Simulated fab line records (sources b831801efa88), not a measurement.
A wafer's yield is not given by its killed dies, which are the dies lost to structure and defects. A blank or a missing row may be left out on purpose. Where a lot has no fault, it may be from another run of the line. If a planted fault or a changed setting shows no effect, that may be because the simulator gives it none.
Which tool is to blame? + flow gf180mcu + 72 wafers from 24 lots sampled at 6 of the route's 602 steps

WHAT THE GAUGES READ, wafer by wafer
GF_M2_THK_MEAS_06: measures by xrf. Usual: for M2_ALCU_THK the level is 448 nm and the standard deviation is 7.6.
| lot  | measured     | on            | M2_ALCU_THK (nm) | flag |
|------|--------------|---------------|------------------|------|
| L074 | day 18 08:10 | film_metro-03 | 456 465 446      |      |
| L075 | day 18 15:38 | film_metro-02 | 449 441 441      |      |
| L076 | day 19 03:04 | film_metro-01 | 451 440 448      |      |
| L077 | day 19 11:31 | film_metro-02 | 449 453 453      |      |
| L078 | day 19 19:14 | film_metro-03 | 450 450 447      |      |
| L079 | day 20 04:12 | film_metro-02 | 452 461 453      |      |
| L080 | day 20 21:34 | film_metro-01 | 452 446 448      |      |
| L081 | day 21 10:59 | film_metro-02 | 462 454 436      |      |
| L082 | day 21 14:45 | film_metro-02 | 446 444 445      |      |
| L083 | day 21 20:25 | film_metro-03 | 465 453 455      |      |
| L084 | day 22 06:29 | film_metro-03 | 448 445 443      |      |
| L085 | day 22 09:16 | film_metro-01 | 444 448 450      |      |
| L086 | day 22 17:46 | film_metro-02 | 442 444 440      |      |
| L087 | day 23 07:32 | film_metro-03 | 447 453 452      |      |
| L088 | day 23 18:04 | film_metro-01 | 438 448 455      |      |
| L089 | day 23 21:40 | film_metro-01 | 442 454 459      |      |
| L090 | day 24 02:02 | film_metro-03 | 455 462 467      |      |
| L091 | day 24 14:22 | film_metro-02 | 448 445 437      |      |
| L092 | day 24 16:39 | film_metro-02 | 438 439 445      |      |
| L093 | day 25 02:49 | film_metro-02 | 434 446 437      |      |
| L094 | day 25 17:25 | film_metro-01 | 458 462 455      |      |
| L095 | day 25 17:47 | film_metro-02 | 443 433 438      |      |
| L096 | day 26 02:11 | film_metro-02 | 458 450 459      |      |
| L097 | day 26 10:01 | film_metro-02 | 445 447 447      |      |

GF_MIM_THK_MEAS_06. Usual: for MIM_CVD_05_THK the level is 41.8 nm and the standard deviation is 0.59.
| lot  | measured     | on            | MIM_CVD_05_THK (nm) | flag |
|------|--------------|---------------|---------------------|------|
| L074 | day 24 14:47 | film_metro-04 | 41.7 41.8 42.5      |      |
| L075 | day 24 20:36 | film_metro-04 | 41.2 42.1 41.6      |      |
| L076 | day 25 08:25 | film_metro-02 | 42.3 42.1 42.4      |      |
| L077 | day 25 16:02 | film_metro-02 | 41.1 42.1 42.6      |      |
| L078 | day 25 23:28 | film_metro-02 | 42.8 41.7 42.3      |      |
| L079 | day 26 06:32 | film_metro-02 | 41.1 41.5 42.2      |      |
| L080 | day 26 21:57 | film_metro-02 | 41.9 41.8 41.9      |      |
| L081 | day 27 08:48 | film_metro-02 | 42.1 41.4 43.2      |      |
| L082 | day 27 11:00 | film_metro-04 | 41.1 41.9 41.9      |      |
| L083 | day 27 16:49 | film_metro-02 | 41.4 41.2 41.9      |      |
| L084 | day 28 03:16 | film_metro-03 | 40.9 41.9 41.7      |      |
| L085 | day 28 04:05 | film_metro-02 | 41.1 41.3 41.7      |      |
| L086 | day 28 11:07 | film_metro-02 | 42.5 41.8 42.1      |      |
| L087 | day 28 22:04 | film_metro-03 | 41.5 40.4 41.1      |      |
| L088 | day 29 07:41 | film_metro-04 | 42.2 42.4 42.2      |      |
| L089 | day 29 11:46 | film_metro-03 | 42.2 42.4 41.6      |      |
| L090 | day 29 15:17 | film_metro-03 | 41.7 42.0 42.4      |      |
| L091 | day 30 01:04 | film_metro-02 | 41.3 42.1 41.8      |      |
| L092 | day 30 03:20 | film_metro-02 | 42.3 42.0 42.6      |      |
| L093 | day 30 11:51 | film_metro-04 | 41.2 41.4 42.1      |      |
| L094 | day 30 23:25 | film_metro-04 | 41.5 40.6 41.6      |      |
| L095 | day 31 01:33 | film_metro-02 | 41.0 40.4 41.6      |      |
| L096 | day 31 08:18 | film_metro-03 | 41.2 42.1 42.1      |      |
| L097 | day 31 13:19 | film_metro-02 | 42.2 42.9 42.1      |      |

GF_V5_THK_MEAS_01. Usual: for V5_CVD_00_THK the level is 290 nm and the standard deviation is 4.
| lot  | measured     | on            | V5_CVD_00_THK (nm) | flag |
|------|--------------|---------------|--------------------|------|
| L074 | day 26 10:43 | film_metro-02 | 286 290 290        |      |
| L075 | day 26 16:36 | film_metro-04 | 292 288 291        |      |
| L076 | day 27 03:58 | film_metro-02 | 286 297 286        |      |
| L077 | day 27 11:07 | film_metro-01 | 295 286 291        |      |
| L078 | day 27 19:03 | film_metro-02 | 284 290 295        |      |
| L079 | day 28 00:08 | film_metro-04 | 293 287 286        |      |
| L080 | day 28 15:35 | film_metro-04 | 285 291 286        |      |
| L081 | day 29 01:44 | film_metro-02 | 287 294 290        |      |
| L082 | day 29 03:29 | film_metro-02 | 287 290 288        |      |
| L083 | day 29 09:59 | film_metro-04 | 288 281 290        |      |
| L084 | day 29 19:24 | film_metro-04 | 290 290 293        |      |
| L085 | day 29 20:31 | film_metro-02 | 291 290 293        |      |
| L086 | day 30 01:53 | film_metro-02 | 293 285 293        |      |
| L087 | day 30 12:52 | film_metro-02 | 288 287 292        |      |
| L088 | day 30 21:33 | film_metro-04 | 291 287 294        |      |
| L089 | day 31 01:47 | film_metro-02 | 296 298 284        |      |
| L090 | day 31 04:44 | film_metro-01 | 289 299 297        |      |
| L091 | day 31 15:36 | film_metro-02 | 293 287 290        |      |
| L092 | day 31 16:35 | film_metro-02 | 287 291 288        |      |
| L093 | day 32 00:46 | film_metro-01 | 298 298 291        |      |
| L094 | day 32 11:35 | film_metro-02 | 289 294 292        |      |
| L095 | day 32 12:57 | film_metro-01 | 299 301 289        |      |
| L096 | day 32 20:11 | film_metro-04 | 292 294 290        |      |
| L097 | day 33 00:22 | film_metro-02 | 293 292 288        |      |

GF_TOP_METAL_OVL_MEAS_15. Usual: for TOP_METAL_OVL the level is -0.6 nm and the standard deviation is 1.4.
| lot  | measured     | on         | TOP_METAL_OVL (nm) | flag |
|------|--------------|------------|--------------------|------|
| L074 | day 28 05:55 | overlay-01 | -0.8 0.4 -0.2      |      |
| L075 | day 28 11:11 | overlay-01 | 0.4 0.3 -1.4       |      |
| L076 | day 28 22:11 | overlay-01 | -1.7 0.2 -2.3      |      |
| L077 | day 29 03:50 | overlay-02 | -1.9 1.8 0.3       |      |
| L078 | day 29 12:28 | overlay-02 | -2.5 -0.8 -2.1     |      |
| L079 | day 29 16:25 | overlay-02 | 0.3 0.1 -0.6       |      |
| L080 | day 30 07:32 | overlay-01 | -2.0 -0.5 -2.0     |      |
| L081 | day 30 17:03 | overlay-02 | 0.8 -0.8 -0.1      |      |
| L082 | day 30 19:05 | overlay-01 | 2.3 0.4 1.5        |      |
| L083 | day 31 00:31 | overlay-01 | -2.6 -2.1 -2.8     |      |
| L084 | day 31 10:05 | overlay-02 | 0.0 0.2 -0.9       |      |
| L085 | day 31 11:17 | overlay-01 | -3.5 -2.7 -0.2     |      |
| L086 | day 31 16:00 | overlay-01 | -1.6 0.3 -0.2      |      |
| L087 | day 32 02:50 | overlay-02 | -0.6 -1.2 0.2      |      |
| L088 | day 32 11:25 | overlay-02 | -0.3 -0.9 -0.8     |      |
| L089 | day 32 14:33 | overlay-01 | -1.3 -1.6 -2.3     |      |
| L090 | day 32 16:59 | overlay-02 | 1.7 3.5 3.0        |      |
| L091 | day 33 02:50 | overlay-02 | -2.6 -0.1 -2.5     |      |
| L092 | day 33 03:30 | overlay-02 | -1.0 -1.1 0.0      |      |
| L093 | day 33 11:41 | overlay-01 | -1.1 0.2 -0.9      |      |
| L094 | day 33 21:43 | overlay-02 | -0.2 -0.9 -1.2     |      |
| L095 | day 33 22:17 | overlay-02 | -1.3 -2.2 0.4      |      |
| L096 | day 34 06:13 | overlay-01 | -0.5 -1.2 -0.2     |      |
| L097 | day 34 09:27 | overlay-02 | 1.1 -0.1 -0.6      |      |

WHICH TOOL RAN EACH LOT (tool, then ch and the chambers of the sampled wafers, then the start)
| lot  | GF_MIM_SPUTTER_03            | GF_V5_CMP_04                  |
|------|------------------------------|-------------------------------|
| L074 | pvd_sputter-04, day 24 14:41 | cmp-01 ch 1,2, day 26 10:57   |
| L075 | pvd_sputter-03, day 24 20:31 | cmp-01 ch 1,2, day 26 16:53   |
| L076 | pvd_sputter-03, day 25 08:19 | cmp-01 ch 1,2,3, day 27 04:14 |
| L077 | pvd_sputter-01, day 25 15:56 | cmp-02 ch 0,1, day 27 11:20   |
| L078 | pvd_sputter-03, day 25 23:22 | cmp-02 ch 1,2,3, day 27 19:16 |
| L079 | pvd_sputter-01, day 26 06:26 | cmp-02 ch 0,2, day 28 00:25   |
| L080 | pvd_sputter-04, day 26 21:52 | cmp-01 ch 0,2,3, day 28 15:49 |
| L081 | pvd_sputter-01, day 27 08:41 | cmp-01 ch 0,1,2, day 29 02:00 |
| L082 | pvd_sputter-01, day 27 10:53 | cmp-01 ch 2,3, day 29 03:44   |
| L083 | pvd_sputter-04, day 27 16:43 | cmp-02 ch 0,2,3, day 29 10:13 |
| L084 | pvd_sputter-01, day 28 03:10 | cmp-01 ch 0,1,3, day 29 19:38 |
| L085 | pvd_sputter-01, day 28 03:59 | cmp-01 ch 0,3, day 29 20:50   |
| L086 | pvd_sputter-01, day 28 11:01 | cmp-02 ch 0,3, day 30 02:10   |
| L087 | pvd_sputter-03, day 28 21:59 | cmp-01 ch 0,1,2, day 30 13:06 |
| L088 | pvd_sputter-04, day 29 07:36 | cmp-02 ch 0,3, day 30 21:51   |
| L089 | pvd_sputter-04, day 29 11:38 | cmp-02 ch 0,2,3, day 31 02:13 |
| L090 | pvd_sputter-03, day 29 15:11 | cmp-01 ch 0,1,3, day 31 05:01 |
| L091 | pvd_sputter-03, day 30 00:58 | cmp-01 ch 0,1,3, day 31 16:04 |
| L092 | pvd_sputter-04, day 30 03:14 | cmp-01 ch 2,3, day 31 16:50   |
| L093 | pvd_sputter-03, day 30 11:46 | cmp-01 ch 0,2,3, day 32 01:08 |
| L094 | pvd_sputter-01, day 30 23:19 | cmp-02 ch 0,3, day 32 11:49   |
| L095 | pvd_sputter-04, day 31 01:28 | cmp-02 ch 2,3, day 32 13:11   |
| L096 | pvd_sputter-04, day 31 08:11 | cmp-01 ch 0,2,3, day 32 20:29 |
| L097 | pvd_sputter-01, day 31 13:13 | cmp-02 ch 0,1,3, day 33 00:41 |
- GF_MIM_SPUTTER_03: material Ti, target thk 10 nm, time 6.7 s.
- GF_V5_CMP_04: polishes SiO2.

AS READ BY THE TOOLS THEMSELVES (means over the sampled wafers that have a number; for cases with no such wafer, the mark the record gives instead)
GF_MIM_SPUTTER_03. Usual: cathode_dc_power_W 3000.0 W, standard deviation 0.51; throttle_valve_pct 30.0 %, standard deviation 1.
| lot  | tool           | cathode_dc_power_W (W) | throttle_valve_pct (%) | flag |
|------|----------------|------------------------|------------------------|------|
| L074 | pvd_sputter-04 | 3000.0                 | 30.1                   |      |
| L075 | pvd_sputter-03 | 2999.8                 | 29.8                   |      |
| L076 | pvd_sputter-03 | 3000.1                 | 28.6                   |      |
| L077 | pvd_sputter-01 | 3000.3                 | 30.5                   |      |
| L078 | pvd_sputter-03 | 3000.1                 | 31.2                   |      |
| L079 | pvd_sputter-01 | 3000.3                 | 29.5                   |      |
| L080 | pvd_sputter-04 | 2999.6                 | 29.8                   |      |
| L081 | pvd_sputter-01 | 3000.3                 | 29.8                   |      |
| L082 | pvd_sputter-01 | 2999.7                 | 29.9                   |      |
| L083 | pvd_sputter-04 | 2999.8                 | 30.0                   |      |
| L084 | pvd_sputter-01 | 2999.6                 | 29.9                   |      |
| L085 | pvd_sputter-01 | 2999.8                 | 30.7                   |      |
| L086 | pvd_sputter-01 | 3000.0                 | 30.4                   |      |
| L087 | pvd_sputter-03 | 3000.1                 | 29.2                   |      |
| L088 | pvd_sputter-04 | 3000.1                 | 29.9                   |      |
| L089 | pvd_sputter-04 | 3000.2                 | 30.3                   |      |
| L090 | pvd_sputter-03 | 3000.1                 | 29.2                   |      |
| L091 | pvd_sputter-03 | 3000.8                 | 30.7                   |      |
| L092 | pvd_sputter-04 | 2999.6                 | 30.4                   |      |
| L093 | pvd_sputter-03 | 2999.6                 | 29.2                   |      |
| L094 | pvd_sputter-01 | 3000.1                 | 30.3                   |      |
| L095 | pvd_sputter-04 | 3000.0                 | 30.0                   |      |
| L096 | pvd_sputter-04 | 2999.9                 | 29.7                   |      |
| L097 | pvd_sputter-01 | 2999.7                 | 30.5                   |      |

GF_V5_CMP_04. Usual: 12.2 A for motor_current_A, sd 0.98.
| lot  | tool   | motor_current_A (A) | flag |
|------|--------|---------------------|------|
| L074 | cmp-01 | 12.8                |      |
| L075 | cmp-01 | 13.0                |      |
| L076 | cmp-01 | 12.6                |      |
| L077 | cmp-02 | 11.4                |      |
| L078 | cmp-02 | 11.5                |      |
| L079 | cmp-02 | 11.3                |      |
| L080 | cmp-01 | 12.6                |      |
| L081 | cmp-01 | 12.6                |      |
| L082 | cmp-01 | 12.6                |      |
| L083 | cmp-02 | 11.9                |      |
| L084 | cmp-01 | 13.0                |      |
| L085 | cmp-01 | 12.6                |      |
| L086 | cmp-02 | 12.1                |      |
| L087 | cmp-01 | 13.1                |      |
| L088 | cmp-02 | 12.1                |      |
| L089 | cmp-02 | 11.2                |      |
| L090 | cmp-01 | 12.8                |      |
| L091 | cmp-01 | 12.9                |      |
| L092 | cmp-01 | 12.6                |      |
| L093 | cmp-01 | 12.6                |      |
| L094 | cmp-02 | 11.9                |      |
| L095 | cmp-02 | 11.7                |      |
| L096 | cmp-01 | 12.7                |      |
| L097 | cmp-02 | 12.1                |      |

THE ANSWER, worked out from the rows above alone
Rule: lot off if the mean of its wafers having a number is beyond 3 standard deviations from the usual mean. Also off: a lot with no number at a reading for which 4 or more lots have one. All remaining lots with rows at the step are treated as sound. After the gauges, taken in route order, come the tools' own readings; for these a lot's mean is taken, as printed above. The first step at which some lot is off is used, and at that step the reading that is off furthest; a lot without a number counts as furthest.
Nothing can be told from this: no lot is off at any reading shown.

WHAT THE SIMULATOR HAD INSERTED
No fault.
